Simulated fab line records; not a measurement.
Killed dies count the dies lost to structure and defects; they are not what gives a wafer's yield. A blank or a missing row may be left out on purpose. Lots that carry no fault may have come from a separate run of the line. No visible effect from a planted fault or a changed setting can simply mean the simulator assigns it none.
A single fault, viewed from 2 desks | flow gf180mcu | numbers are kept per desk, each desk with only its own; the story behind them comes last

## TOOL OWNER'S DESK, plasma_asher-04
The tool's own readings at GF_MVSD_STRIP_10 (strips in O2/N2): means of the sampled wafers that have a number, for each lot that ran on this tool. A lot is out of limits, marked OUT, if its mean lies more than 4 standard deviations from the usual mean; the brackets give that distance.
Columns: A = drypump_motor_current_A at GF_MVSD_STRIP_10, usual 6.01 A; B = heater_power_w at GF_MVSD_STRIP_10, usual 360 W; C = o2_flow_sccm at GF_MVSD_STRIP_10, usual 3000 sccm; D = oes_product_au at GF_MVSD_STRIP_10, usual 0.722 a.u.; E = strip_time_to_endpoint_s at GF_MVSD_STRIP_10, usual 36.96 s
lot  | first seen here | A    | B   | C    | D                | E
L252 | day 4 11:32     | 5.91 | 363 | 2993 | 0.722            | 36.99
L254 | day 4 21:08     | 5.93 | 383 | 2995 | 0.723            | 36.93
L255 | day 5 03:32     | 5.92 | 370 | 2996 | 0.722            | 36.97
L257 | day 5 15:14     | 5.93 | 382 | 3000 | 0.743 (+4.5) OUT | 37.00
L258 | day 5 21:35     | 5.93 | 380 | 2998 | 0.748 (+5.5) OUT | 36.84
L259 | day 6 02:14     | 5.89 | 363 | 3001 | 0.776 (+11) OUT  | 36.85
This desk's finding: out of limits on L257, L258, L259; first on L257, day 5 15:14 (oes_product_au at GF_MVSD_STRIP_10). In limits: L252, L254, L255.

## METROLOGY DESK
Lot by lot, what the gauges showed, no matter which tool ran the lot: averages of those sampled wafers that carry a number. A lot is out of limits, marked OUT, if its mean lies more than 4 standard deviations from the usual mean; the brackets give that distance.
Columns: A = cd_nm at GF_CONTACT_CD_MEAS_14, usual 219.7 nm; B = M1_ALCU_RS at GF_M1_RS_MEAS_05, usual 0.0696 ohm/sq
lot  | first seen here | A     | B
L252 | day 15 23:12    | 219.0 | 0.0695
L253 | day 16 09:25    | 220.5 | 0.0703
L254 | day 16 19:31    | 220.2 | 0.0684
L255 | day 17 07:30    | 219.0 | 0.0697
L256 | day 17 16:20    | 219.7 | 0.0701
L257 | day 17 22:43    | 219.6 | 0.0694
L258 | day 18 06:07    | 220.0 | 0.0696
L259 | day 18 16:19    | 218.6 | 0.0690
L269 | day 22 08:59    | 221.4 | 0.0691
L271 | day 22 23:13    | 220.1 | 0.0692
L273 | day 23 16:15    | 219.3 | 0.0700
L274 | day 23 20:50    | 218.0 | 0.0695
L275 | day 24 05:21    | 220.0 | 0.0711
This desk's verdict: no lot among the 13 shows anything out of limits.

## ALL TOGETHER
The tool owner's desk had the chance to raise an alarm at day 5 15:14 on L257, L258, L259.
At the metrology desk, nothing out of limits was observed.
The metrology desk holds a record of L257, L258, L259, inside its limits.
Of the lots named, all ran GF_MVSD_STRIP_10 on plasma_asher-04.

## WHAT THE SIMULATOR HAD PUT IN
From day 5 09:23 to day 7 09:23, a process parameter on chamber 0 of plasma_asher-04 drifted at GF_MVSD_STRIP_10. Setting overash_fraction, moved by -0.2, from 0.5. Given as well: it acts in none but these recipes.
Lots struck among those shown: L257, L258, L259.
Time in hours from fault onset to the first out-of-limits reading at each desk: the tool owner's desk, 6.
